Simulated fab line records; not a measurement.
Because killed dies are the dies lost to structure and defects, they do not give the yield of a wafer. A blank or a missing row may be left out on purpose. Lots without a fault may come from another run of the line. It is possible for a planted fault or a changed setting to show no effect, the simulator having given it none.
Matching of chambers | flow sky130 | cmp-02 running SKY_CONTACT_CMP_04: 4 sister chambers
The step polishes SiO2. 4 wafers are shown with their chamber, then 10 later ones without.

## WAFERS PAIRED WITH THEIR CHAMBERS
wafer  | chamber | motorCurrentA (A)
L595.5 | 0       | 11.4
L597.4 | 3       | 11.8
L598.2 | 2       | 12.4
L598.3 | 1       | 13.7

## WAFERS WHOSE CHAMBER IS MISSING
wafer  | motorCurrentA (A)
L598.6 | 12.3
L599.1 | 12.8
L599.5 | 14.3
L599.6 | 11.3
L603.4 | 13.0
L603.5 | 14.0
L603.6 | 11.4
L605.2 | 11.6
L605.3 | 13.4
L605.5 | 11.7

## THE CHAMBER EACH PASSED THROUGH
wafer  | from the rows above          | in truth
L598.6 | can't be placed: 2 or 3      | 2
L599.1 | can't be placed: 2 or 1 or 3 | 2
L599.5 | 1                            | 1
L599.6 | can't be placed: 0 or 3      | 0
L603.4 | can't be placed: 2 or 1 or 3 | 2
L603.5 | 1                            | 1
L603.6 | can't be placed: 0 or 3      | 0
L605.2 | can't be placed: 0 or 3 or 2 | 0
L605.3 | 1                            | 1
L605.5 | can't be placed: 3 or 0 or 2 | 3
Correctly placed: 3 of 10. Cannot be placed on the basis of these rows: 7; the candidates contain the true chamber in 7. Placed wrongly: 0.
How it was worked out, from the rows above alone: a wafer's distance from a chamber is the root of the sum, over the readings, of the square of ((its reading less the chamber's mean) divided by the reading's scatter). If the next closest chamber is less than 2 further off than the closest, the wafer can't be placed; otherwise it belongs to the closest. Each chamber's mean is taken over the wafers shown for it. The scatter: root of mean squared gap, hidden wafer to nearest shown wafer, with one shown wafer a chamber.
